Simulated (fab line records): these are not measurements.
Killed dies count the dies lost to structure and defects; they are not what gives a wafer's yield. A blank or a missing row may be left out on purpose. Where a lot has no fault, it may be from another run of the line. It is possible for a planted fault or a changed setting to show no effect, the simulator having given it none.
Lot-split experiment || flow sfq_line || 5 lots, 23 wafers read, on a route of 325 steps

## ABOUT THE SPLIT
At SFQ_TRILAYER_R5_LITHO_COAT_141 (resist thk 62 nm), the setting spin_rpm was moved away from the recipe's 3000 rpm on 10 of the 23 wafers read, by -7.2% to +2.9%. For the rest of the wafers, this setting stayed at what the recipe calls for.

The reading is taken at the split's own step.

## THE READING
BARC_of_TRILAYER_R5_LITHO_COAT_141.thk_nm (the simulator's own value, which no gauge read), in nm, at SFQ_TRILAYER_R5_LITHO_COAT_141 (resist thk 62 nm). The file does not state a usual value for it. The 13 wafers here that ran the recipe average 61.98 nm, standard deviation 0.17 nm.

{"wafer": "L075.1", "tool, chamber at the split": "litho_track-03, 0", "spin_rpm as run, rpm": 3000, "against the recipe": "recipe", "BARC_of_TRILAYER_R5_LITHO_COAT_141.thk_nm, nm": 62.23, "against lot-mates on the recipe": "-"}
{"wafer": "L075.2", "tool, chamber at the split": "litho_track-03, 0", "spin_rpm as run, rpm": 3000, "against the recipe": "recipe", "BARC_of_TRILAYER_R5_LITHO_COAT_141.thk_nm, nm": 62.18, "against lot-mates on the recipe": "-"}
{"wafer": "L075.3", "tool, chamber at the split": "litho_track-03, 0", "spin_rpm as run, rpm": 2783, "against the recipe": "-7.2%", "BARC_of_TRILAYER_R5_LITHO_COAT_141.thk_nm, nm": 64.31, "against lot-mates on the recipe": "+2.12"}
{"wafer": "L075.4", "tool, chamber at the split": "litho_track-03, 0", "spin_rpm as run, rpm": 3000, "against the recipe": "recipe", "BARC_of_TRILAYER_R5_LITHO_COAT_141.thk_nm, nm": 62.16, "against lot-mates on the recipe": "-"}
{"wafer": "L075.5", "tool, chamber at the split": "litho_track-03, 0", "spin_rpm as run, rpm": 2783, "against the recipe": "-7.2%", "BARC_of_TRILAYER_R5_LITHO_COAT_141.thk_nm, nm": 64.43, "against lot-mates on the recipe": "+2.24"}
{"wafer": "L076.2", "tool, chamber at the split": "litho_track-01, 0", "spin_rpm as run, rpm": 3000, "against the recipe": "recipe", "BARC_of_TRILAYER_R5_LITHO_COAT_141.thk_nm, nm": 61.83, "against lot-mates on the recipe": "-"}
{"wafer": "L076.3", "tool, chamber at the split": "litho_track-01, 0", "spin_rpm as run, rpm": 3000, "against the recipe": "recipe", "BARC_of_TRILAYER_R5_LITHO_COAT_141.thk_nm, nm": 61.79, "against lot-mates on the recipe": "-"}
{"wafer": "L076.4", "tool, chamber at the split": "litho_track-01, 0", "spin_rpm as run, rpm": 3087, "against the recipe": "+2.9%", "BARC_of_TRILAYER_R5_LITHO_COAT_141.thk_nm, nm": 61.03, "against lot-mates on the recipe": -0.82}
{"wafer": "L076.5", "tool, chamber at the split": "litho_track-01, 0", "spin_rpm as run, rpm": 3087, "against the recipe": "+2.9%", "BARC_of_TRILAYER_R5_LITHO_COAT_141.thk_nm, nm": 61.02, "against lot-mates on the recipe": -0.83}
{"wafer": "L076.6", "tool, chamber at the split": "litho_track-01, 0", "spin_rpm as run, rpm": 3000, "against the recipe": "recipe", "BARC_of_TRILAYER_R5_LITHO_COAT_141.thk_nm, nm": 61.92, "against lot-mates on the recipe": "-"}
{"wafer": "L077.1", "tool, chamber at the split": "litho_track-01, 0", "spin_rpm as run, rpm": 2916, "against the recipe": "-2.8%", "BARC_of_TRILAYER_R5_LITHO_COAT_141.thk_nm, nm": 62.9, "against lot-mates on the recipe": "+0.90"}
{"wafer": "L077.2", "tool, chamber at the split": "litho_track-01, 0", "spin_rpm as run, rpm": 2916, "against the recipe": "-2.8%", "BARC_of_TRILAYER_R5_LITHO_COAT_141.thk_nm, nm": 62.86, "against lot-mates on the recipe": "+0.86"}
{"wafer": "L077.4", "tool, chamber at the split": "litho_track-01, 0", "spin_rpm as run, rpm": 3000, "against the recipe": "recipe", "BARC_of_TRILAYER_R5_LITHO_COAT_141.thk_nm, nm": 62.03, "against lot-mates on the recipe": "-"}
{"wafer": "L077.5", "tool, chamber at the split": "litho_track-01, 0", "spin_rpm as run, rpm": 2916, "against the recipe": "-2.8%", "BARC_of_TRILAYER_R5_LITHO_COAT_141.thk_nm, nm": 63.17, "against lot-mates on the recipe": "+1.17"}
{"wafer": "L077.6", "tool, chamber at the split": "litho_track-01, 0", "spin_rpm as run, rpm": 3000, "against the recipe": "recipe", "BARC_of_TRILAYER_R5_LITHO_COAT_141.thk_nm, nm": 61.98, "against lot-mates on the recipe": "-"}
{"wafer": "L081.1", "tool, chamber at the split": "litho_track-01, 0", "spin_rpm as run, rpm": 3000, "against the recipe": "recipe", "BARC_of_TRILAYER_R5_LITHO_COAT_141.thk_nm, nm": 61.71, "against lot-mates on the recipe": "-"}
{"wafer": "L081.3", "tool, chamber at the split": "litho_track-01, 0", "spin_rpm as run, rpm": 2869, "against the recipe": "-4.4%", "BARC_of_TRILAYER_R5_LITHO_COAT_141.thk_nm, nm": 63.16, "against lot-mates on the recipe": "+1.44"}
{"wafer": "L081.4", "tool, chamber at the split": "litho_track-01, 0", "spin_rpm as run, rpm": 3000, "against the recipe": "recipe", "BARC_of_TRILAYER_R5_LITHO_COAT_141.thk_nm, nm": 61.72, "against lot-mates on the recipe": "-"}
{"wafer": "L081.5", "tool, chamber at the split": "litho_track-01, 0", "spin_rpm as run, rpm": 2869, "against the recipe": "-4.4%", "BARC_of_TRILAYER_R5_LITHO_COAT_141.thk_nm, nm": 63.22, "against lot-mates on the recipe": "+1.50"}
{"wafer": "L081.6", "tool, chamber at the split": "litho_track-01, 0", "spin_rpm as run, rpm": 2869, "against the recipe": "-4.4%", "BARC_of_TRILAYER_R5_LITHO_COAT_141.thk_nm, nm": 63.34, "against lot-mates on the recipe": "+1.62"}
{"wafer": "L083.1", "tool, chamber at the split": "litho_track-01, 0", "spin_rpm as run, rpm": 3000, "against the recipe": "recipe", "BARC_of_TRILAYER_R5_LITHO_COAT_141.thk_nm, nm": 62.01, "against lot-mates on the recipe": "-"}
{"wafer": "L083.3", "tool, chamber at the split": "litho_track-01, 0", "spin_rpm as run, rpm": 3000, "against the recipe": "recipe", "BARC_of_TRILAYER_R5_LITHO_COAT_141.thk_nm, nm": 62.2, "against lot-mates on the recipe": "-"}
{"wafer": "L083.4", "tool, chamber at the split": "litho_track-01, 0", "spin_rpm as run, rpm": 3000, "against the recipe": "recipe", "BARC_of_TRILAYER_R5_LITHO_COAT_141.thk_nm, nm": 61.98, "against lot-mates on the recipe": "-"}

THE FIT
A straight line over all 23 wafers: BARC_of_TRILAYER_R5_LITHO_COAT_141.thk_nm changes by -0.322 nm for each +1% of spin_rpm; r = -0.98; the points scatter about the line by 0.16 nm.
The same after taking each lot's own level away (the mean of its wafers on the recipe; 23 wafers): -0.314 nm for each +1%; r = -0.99; scatter 0.1 nm.
According to that fit, moving spin_rpm by its largest amount changes the reading by 2.3 nm.
Across the lots, their own levels run from 61.715 to 62.190 nm, a range of 2.7 times the standard deviation given above.
Consequently the slope shifts little with the lot-to-lot level, the two slopes agreeing.
Check: with one of the wafers moved furthest among these (-7.2%) left out of the fit, the line predicts +2.37 nm for it against its lot-mates. Against them it came out at +2.12 nm.

## THESE WAFERS: OTHER SPLITS
Other splits were also applied to these wafers ahead of the reading. Each is held against what the fit with the lots' levels taken away leaves over:
{"other split on the same wafers": "SFQ_TRILAYER_M5_LITHO_COAT_128 resist_thk_nm", "wafers away from the commonest value": 9, "r with BARC_of_TRILAYER_R5_LITHO_COAT_141.thk_nm (lot level and that fit taken away)": -0.30}
{"other split on the same wafers": "SFQ_TRILAYER_M5_ETCH_METAL_ETCH_126 time_s", "wafers away from the commonest value": 5, "r with BARC_of_TRILAYER_R5_LITHO_COAT_141.thk_nm (lot level and that fit taken away)": -0.14}
{"other split on the same wafers": "SFQ_TRILAYER_R5_DEP_SPUTTER_133 time_s", "wafers away from the commonest value": 6, "r with BARC_of_TRILAYER_R5_LITHO_COAT_141.thk_nm (lot level and that fit taken away)": "+0.18"}

## THE FILE'S OWN FIT
BARC_of_TRILAYER_R5_LITHO_COAT_141.thk_nm changes by -0.314 nm for each +1% of spin_rpm, r = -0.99.
